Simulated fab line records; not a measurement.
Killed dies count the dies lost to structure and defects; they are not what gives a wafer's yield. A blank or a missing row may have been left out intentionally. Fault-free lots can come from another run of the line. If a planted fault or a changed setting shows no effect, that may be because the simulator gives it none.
What tool caused it? || flow gf180mcu || 39 wafers from 13 lots sampled at 5 of the route's 602 steps

WHAT THE GAUGES READ, wafer by wafer
GF_V3_THK_MEAS_03.
{"lot": "L492", "measured": "day 21 07:26", "on": "film_metro-02", "V3_CVD_02_THK (nm)": "854 851 858"}
{"lot": "L493", "measured": "day 21 13:23", "on": "film_metro-03", "V3_CVD_02_THK (nm)": "839 846 845"}
{"lot": "L495", "measured": "day 22 18:52", "on": "film_metro-04", "V3_CVD_02_THK (nm)": "841 820 850"}
{"lot": "L496", "measured": "day 23 02:22", "on": "film_metro-02", "V3_CVD_02_THK (nm)": "830 843 852"}
{"lot": "L498", "measured": "day 23 15:40", "on": "film_metro-02", "V3_CVD_02_THK (nm)": "816 833 838"}
{"lot": "L499", "measured": "day 23 23:35", "on": "film_metro-04", "V3_CVD_02_THK (nm)": "839 854 850"}
{"lot": "L501", "measured": "day 24 19:07", "on": "film_metro-02", "V3_CVD_02_THK (nm)": "851 849 856"}
{"lot": "L510", "measured": "day 27 11:11", "on": "film_metro-02", "V3_CVD_02_THK (nm)": "855 856 862"}
{"lot": "L511", "measured": "day 27 18:22", "on": "film_metro-03", "V3_CVD_02_THK (nm)": "848 835 858"}
{"lot": "L512", "measured": "day 28 05:27", "on": "film_metro-03", "V3_CVD_02_THK (nm)": "854 828 855"}
{"lot": "L513", "measured": "day 28 12:51", "on": "film_metro-03", "V3_CVD_02_THK (nm)": "820 846 856"}
{"lot": "L514", "measured": "day 28 16:17", "on": "film_metro-03", "V3_CVD_02_THK (nm)": "860 841 864"}
{"lot": "L515", "measured": "day 28 20:01", "on": "film_metro-02", "V3_CVD_02_THK (nm)": "843 853 869"}

GF_V3_RS_MEAS_24: uses a four-point probe to measure.
{"lot": "L492", "measured": "day 22 08:31", "on": "film_metro-02", "V3_W_RS (ohm/sq)": "0.321 0.320 0.325"}
{"lot": "L493", "measured": "day 22 14:36", "on": "film_metro-02", "V3_W_RS (ohm/sq)": "0.332 0.332 0.333"}
{"lot": "L495", "measured": "day 23 19:17", "on": "film_metro-04", "V3_W_RS (ohm/sq)": "0.311 0.326 0.328"}
{"lot": "L496", "measured": "day 24 02:35", "on": "film_metro-02", "V3_W_RS (ohm/sq)": "0.327 0.314 0.315"}
{"lot": "L498", "measured": "day 24 15:41", "on": "film_metro-04", "V3_W_RS (ohm/sq)": "0.322 0.321 0.324"}
{"lot": "L499", "measured": "day 24 22:31", "on": "film_metro-03", "V3_W_RS (ohm/sq)": "0.311 0.311 0.315"}
{"lot": "L501", "measured": "day 25 18:44", "on": "film_metro-02", "V3_W_RS (ohm/sq)": "0.320 0.320 0.318"}
{"lot": "L510", "measured": "day 28 08:26", "on": "film_metro-04", "V3_W_RS (ohm/sq)": "0.327 0.316 0.333"}
{"lot": "L511", "measured": "day 28 15:35", "on": "film_metro-03", "V3_W_RS (ohm/sq)": "0.321 0.315 0.322"}
{"lot": "L512", "measured": "day 29 02:12", "on": "film_metro-03", "V3_W_RS (ohm/sq)": "0.322 0.324 0.325"}
{"lot": "L513", "measured": "day 29 09:04", "on": "film_metro-03", "V3_W_RS (ohm/sq)": "0.317 0.319 0.322"}
{"lot": "L514", "measured": "day 29 12:04", "on": "film_metro-02", "V3_W_RS (ohm/sq)": "0.316 0.329 0.316"}
{"lot": "L515", "measured": "day 29 15:55", "on": "film_metro-02", "V3_W_RS (ohm/sq)": "0.313 0.328 0.312"}

TOOL THAT RAN EACH LOT (tool first, then ch and the chambers of the sampled wafers, then the start)
{"lot": "L492", "GF_POLY_GATE_ETCH_13": "rie_si-02 ch 0,1,3, day 9 04:46", "GF_POLY_GATE_STRIP_14": "plasma_asher-03 ch 0,1, day 9 04:52", "GF_V2_CMP_04": "cmp-02 ch 0,1,3, day 19 04:49"}
{"lot": "L493", "GF_POLY_GATE_ETCH_13": "rie_si-02 ch 1,2, day 9 10:43", "GF_POLY_GATE_STRIP_14": "plasma_asher-01 ch 0,1, day 9 10:49", "GF_V2_CMP_04": "cmp-02 ch 1,2,3, day 19 10:44"}
{"lot": "L495", "GF_POLY_GATE_ETCH_13": "rie_si-02 ch 0,1,2, day 10 05:34", "GF_POLY_GATE_STRIP_14": "plasma_asher-02 ch 0,1, day 10 05:37", "GF_V2_CMP_04": "cmp-01 ch 0,1,2, day 20 17:08"}
{"lot": "L496", "GF_POLY_GATE_ETCH_13": "rie_si-02 ch 0,1,3, day 10 11:04", "GF_POLY_GATE_STRIP_14": "plasma_asher-03 ch 0, day 10 11:07", "GF_V2_CMP_04": "cmp-02 ch 0,2, day 21 00:27"}
{"lot": "L498", "GF_POLY_GATE_ETCH_13": "rie_si-02 ch 2,3, day 11 00:10", "GF_POLY_GATE_STRIP_14": "plasma_asher-03 ch 0,1, day 11 00:13", "GF_V2_CMP_04": "cmp-02 ch 0,3, day 21 14:47"}
{"lot": "L499", "GF_POLY_GATE_ETCH_13": "rie_si-02 ch 1,2,3, day 11 06:43", "GF_POLY_GATE_STRIP_14": "plasma_asher-03 ch 0,1, day 11 06:46", "GF_V2_CMP_04": "cmp-01 ch 1,2,3, day 21 23:25"}
{"lot": "L501", "GF_POLY_GATE_ETCH_13": "rie_si-02 ch 0,2, day 12 00:22", "GF_POLY_GATE_STRIP_14": "plasma_asher-02 ch 0,1, day 12 00:25", "GF_V2_CMP_04": "cmp-02 ch 1,2,3, day 22 18:44"}
{"lot": "L510", "GF_POLY_GATE_ETCH_13": "rie_si-01 ch 0,1,3, day 14 12:58", "GF_POLY_GATE_STRIP_14": "plasma_asher-02 ch 0,1, day 14 13:03", "GF_V2_CMP_04": "cmp-02 ch 2,3, day 25 14:48"}
{"lot": "L511", "GF_POLY_GATE_ETCH_13": "rie_si-01 ch 0,2,3, day 14 21:13", "GF_POLY_GATE_STRIP_14": "plasma_asher-01 ch 0,1, day 14 21:16", "GF_V2_CMP_04": "cmp-01 ch 1,2,3, day 25 22:05"}
{"lot": "L512", "GF_POLY_GATE_ETCH_13": "rie_si-02 ch 0,1,3, day 15 07:38", "GF_POLY_GATE_STRIP_14": "plasma_asher-02 ch 0,1, day 15 07:41", "GF_V2_CMP_04": "cmp-01 ch 1,2,3, day 26 09:04"}
{"lot": "L513", "GF_POLY_GATE_ETCH_13": "rie_si-01 ch 0,1,3, day 15 15:29", "GF_POLY_GATE_STRIP_14": "plasma_asher-02 ch 0,1, day 15 15:32", "GF_V2_CMP_04": "cmp-01 ch 0,2, day 26 17:24"}
{"lot": "L514", "GF_POLY_GATE_ETCH_13": "rie_si-01 ch 0,1,3, day 15 19:52", "GF_POLY_GATE_STRIP_14": "plasma_asher-01 ch 0,1, day 15 19:58", "GF_V2_CMP_04": "cmp-02 ch 0,3, day 26 21:43"}
{"lot": "L515", "GF_POLY_GATE_ETCH_13": "rie_si-01 ch 1,2,3, day 16 02:10", "GF_POLY_GATE_STRIP_14": "plasma_asher-03 ch 0,1, day 16 02:13", "GF_V2_CMP_04": "cmp-01 ch 0,1,2, day 27 01:45"}
- GF_POLY_GATE_ETCH_13: etches poly-Si in HBr/Cl2, stops on SiO2, target depth 198.5 nm, time 69.6 s.
- GF_POLY_GATE_STRIP_14: strips in O2/N2.
- GF_V2_CMP_04: polishes SiO2.

AS READ BY THE TOOLS THEMSELVES (means over the sampled wafers that have a number; for cases with no such wafer, the mark the record gives instead)
GF_POLY_GATE_ETCH_13.
{"lot": "L492", "tool": "rie_si-02", "drypump_motor_current_A (A)": 5.7, "oes_product_au (a.u.)": 0.984, "throttle_valve_pct (%)": 33.680}
{"lot": "L493", "tool": "rie_si-02", "drypump_motor_current_A (A)": 5.0, "oes_product_au (a.u.)": 0.986, "throttle_valve_pct (%)": 33.688}
{"lot": "L495", "tool": "rie_si-02", "drypump_motor_current_A (A)": 5.3, "oes_product_au (a.u.)": 0.987, "throttle_valve_pct (%)": 33.692}
{"lot": "L496", "tool": "rie_si-02", "drypump_motor_current_A (A)": 5.7, "oes_product_au (a.u.)": 0.980, "throttle_valve_pct (%)": 33.686}
{"lot": "L498", "tool": "rie_si-02", "drypump_motor_current_A (A)": 5.7, "oes_product_au (a.u.)": 0.978, "throttle_valve_pct (%)": 33.682}
{"lot": "L499", "tool": "rie_si-02", "drypump_motor_current_A (A)": 5.5, "oes_product_au (a.u.)": 0.859, "throttle_valve_pct (%)": 33.684}
{"lot": "L501", "tool": "rie_si-02", "drypump_motor_current_A (A)": 5.3, "oes_product_au (a.u.)": 0.930, "throttle_valve_pct (%)": 33.693}
{"lot": "L510", "tool": "rie_si-01", "drypump_motor_current_A (A)": 5.5, "oes_product_au (a.u.)": 0.990, "throttle_valve_pct (%)": 33.683}
{"lot": "L511", "tool": "rie_si-01", "drypump_motor_current_A (A)": 5.2, "oes_product_au (a.u.)": 0.985, "throttle_valve_pct (%)": 33.681}
{"lot": "L512", "tool": "rie_si-02", "drypump_motor_current_A (A)": 5.7, "oes_product_au (a.u.)": 0.993, "throttle_valve_pct (%)": 33.687}
{"lot": "L513", "tool": "rie_si-01", "drypump_motor_current_A (A)": 5.5, "oes_product_au (a.u.)": 0.992, "throttle_valve_pct (%)": 33.682}
{"lot": "L514", "tool": "rie_si-01", "drypump_motor_current_A (A)": 5.5, "oes_product_au (a.u.)": 0.984, "throttle_valve_pct (%)": 33.685}
{"lot": "L515", "tool": "rie_si-01", "drypump_motor_current_A (A)": 5.6, "oes_product_au (a.u.)": 0.984, "throttle_valve_pct (%)": 33.683}

GF_POLY_GATE_STRIP_14.
{"lot": "L492", "tool": "plasma_asher-03", "drypump_motor_current_A (A)": 6.0, "heater_power_w (W)": 344, "oes_product_au (a.u.)": 0.503}
{"lot": "L493", "tool": "plasma_asher-01", "drypump_motor_current_A (A)": 5.5, "heater_power_w (W)": 345, "oes_product_au (a.u.)": 0.506}
{"lot": "L495", "tool": "plasma_asher-02", "drypump_motor_current_A (A)": 5.7, "heater_power_w (W)": 342, "oes_product_au (a.u.)": 0.503}
{"lot": "L496", "tool": "plasma_asher-03", "drypump_motor_current_A (A)": 5.7, "heater_power_w (W)": 337, "oes_product_au (a.u.)": 0.506}
{"lot": "L498", "tool": "plasma_asher-03", "drypump_motor_current_A (A)": 6.2, "heater_power_w (W)": 357, "oes_product_au (a.u.)": 0.501}
{"lot": "L499", "tool": "plasma_asher-03", "drypump_motor_current_A (A)": 6.2, "heater_power_w (W)": 352, "oes_product_au (a.u.)": 0.498}
{"lot": "L501", "tool": "plasma_asher-02", "drypump_motor_current_A (A)": 5.7, "heater_power_w (W)": 343, "oes_product_au (a.u.)": 0.503}
{"lot": "L510", "tool": "plasma_asher-02", "drypump_motor_current_A (A)": 6.2, "heater_power_w (W)": 341, "oes_product_au (a.u.)": 0.510}
{"lot": "L511", "tool": "plasma_asher-01", "drypump_motor_current_A (A)": 5.5, "heater_power_w (W)": 348, "oes_product_au (a.u.)": 0.504}
{"lot": "L512", "tool": "plasma_asher-02", "drypump_motor_current_A (A)": 5.7, "heater_power_w (W)": 345, "oes_product_au (a.u.)": 0.506}
{"lot": "L513", "tool": "plasma_asher-02", "drypump_motor_current_A (A)": 5.7, "heater_power_w (W)": 341, "oes_product_au (a.u.)": 0.502}
{"lot": "L514", "tool": "plasma_asher-01", "drypump_motor_current_A (A)": 5.5, "heater_power_w (W)": 386, "oes_product_au (a.u.)": 0.499}
{"lot": "L515", "tool": "plasma_asher-03", "drypump_motor_current_A (A)": 5.9, "heater_power_w (W)": 345, "oes_product_au (a.u.)": 0.504}

GF_V2_CMP_04.
{"lot": "L492", "tool": "cmp-02", "motor_current_A (A)": 11.8, "time_to_endpoint_s (s)": 86}
{"lot": "L493", "tool": "cmp-02", "motor_current_A (A)": 12.2, "time_to_endpoint_s (s)": 81}
{"lot": "L495", "tool": "cmp-01", "motor_current_A (A)": 11.7, "time_to_endpoint_s (s)": 79}
{"lot": "L496", "tool": "cmp-02", "motor_current_A (A)": 12.0, "time_to_endpoint_s (s)": 86}
{"lot": "L498", "tool": "cmp-02", "motor_current_A (A)": 11.7, "time_to_endpoint_s (s)": 79}
{"lot": "L499", "tool": "cmp-01", "motor_current_A (A)": 11.0, "time_to_endpoint_s (s)": 79}
{"lot": "L501", "tool": "cmp-02", "motor_current_A (A)": 11.8, "time_to_endpoint_s (s)": 81}
{"lot": "L510", "tool": "cmp-02", "motor_current_A (A)": 12.0, "time_to_endpoint_s (s)": 82}
{"lot": "L511", "tool": "cmp-01", "motor_current_A (A)": 11.6, "time_to_endpoint_s (s)": 71}
{"lot": "L512", "tool": "cmp-01", "motor_current_A (A)": 11.3, "time_to_endpoint_s (s)": 83}
{"lot": "L513", "tool": "cmp-01", "motor_current_A (A)": 11.5, "time_to_endpoint_s (s)": 76}
{"lot": "L514", "tool": "cmp-02", "motor_current_A (A)": 12.1, "time_to_endpoint_s (s)": 84}
{"lot": "L515", "tool": "cmp-01", "motor_current_A (A)": 11.7, "time_to_endpoint_s (s)": 80}

THE ANSWER, worked out from the rows above alone
Rule: what is usual is taken from the lots themselves. The widest of any qualifying gaps counts: lots, ordered by their means at a reading, are off when they make up no more than a third of the lots, leave a main group of 4 or more, and stand apart from it by 3 or more times the standard deviation of that group's means. Not used: any main group whose means are identical at the precision the tables above print for the reading. Also off: a lot with no number at a reading for which 4 or more lots have one. All remaining lots with rows at the step are treated as sound. Order of review: gauges by route order, followed by the tools' own readings, for which a lot's mean as printed above is used. The first step at which some lot is off is used, and at that step the reading that is off furthest; a lot without a number counts as furthest.
Off, at GF_POLY_GATE_ETCH_13 on oes_product_au: L499, L501. The main group has a mean of 0.986 a.u. with a standard deviation of 0.0044.
If a tool, at that step or one of the process steps before it, ran each lot that is off and ran no sound lot following the first of them, it fits. Not one of the candidates tried fits.

WHAT THE SIMULATOR PUT IN
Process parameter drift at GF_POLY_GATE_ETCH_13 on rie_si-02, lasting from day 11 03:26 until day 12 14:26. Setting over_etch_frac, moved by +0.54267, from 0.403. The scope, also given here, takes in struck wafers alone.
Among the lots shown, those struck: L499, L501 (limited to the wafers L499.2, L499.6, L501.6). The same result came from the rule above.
